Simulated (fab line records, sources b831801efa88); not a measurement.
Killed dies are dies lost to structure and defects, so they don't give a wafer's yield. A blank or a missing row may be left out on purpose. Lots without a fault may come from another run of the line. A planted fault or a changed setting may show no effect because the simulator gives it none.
Chamber matching | flow sky130 | SKY_VIA4_ETCH_12 on rie_diel-01: 4 sister chambers
The step etches SiO2 in C4F8/O2/Ar, stops on TiN, target depth 580 nm. 16 wafers are shown with their chamber, then 8 later ones without.

WAFERS WITH THEIR CHAMBER
wafer  | chamber | oes_product_au (a.u.)
L079.1 | 2       | 0.922
L079.2 | 3       | 0.931
L079.3 | 0       | 0.927
L079.4 | 1       | 0.921
L079.5 | 3       | 0.923
L079.6 | 0       | 0.922
L081.1 | 0       | 0.929
L081.2 | 2       | 0.927
L081.3 | 1       | 0.934
L081.4 | 0       | 0.925
L081.5 | 1       | 0.920
L081.6 | 2       | 0.930
L083.1 | 1       | 0.930
L083.2 | 0       | 0.922
L083.3 | 2       | 0.927
L083.4 | 0       | 0.920

SIGNATURES (means of the wafers above)
reading        | chamber 0 | chamber 1 | chamber 2 | chamber 3 | scatter within a chamber
oes_product_au | 0.92417   | 0.92625   | 0.92650   | 0.92700   | 0.0047
Rule: a wafer's distance from a chamber is the root of the sum, over the readings, of the square of ((its reading less the chamber's mean) divided by the reading's scatter). The wafer belongs to the nearest chamber; if the next one is less than 2 further off, it can't be placed. The scatter: the root of (the sum of the squares of (reading less its chamber's mean) over the shown wafers, divided by (wafers less chambers)).

WAFERS WITHOUT THEIR CHAMBER
wafer  | oes_product_au (a.u.)
L083.5 | 0.925
L083.6 | 0.928
L084.1 | 0.926
L084.2 | 0.933
L084.3 | 0.933
L084.4 | 0.925
L084.5 | 0.928
L084.6 | 0.940

WHICH CHAMBER EACH WENT THROUGH
wafer  | from the rows above               | in truth
L083.5 | can't be placed: 0 or 1 or 2 or 3 | 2
L083.6 | can't be placed: 3 or 2 or 1 or 0 | 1
L084.1 | can't be placed: 1 or 2 or 3 or 0 | 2
L084.2 | can't be placed: 3 or 2 or 1 or 0 | 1
L084.3 | can't be placed: 3 or 2 or 1 or 0 | 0
L084.4 | can't be placed: 0 or 1 or 2 or 3 | 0
L084.5 | can't be placed: 3 or 2 or 1 or 0 | 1
L084.6 | can't be placed: 3 or 2 or 1 or 0 | 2
Placed correctly: 0 of 8. Can't be placed from these rows: 8 (the true chamber is among the candidates in 8). Placed wrongly: 0.
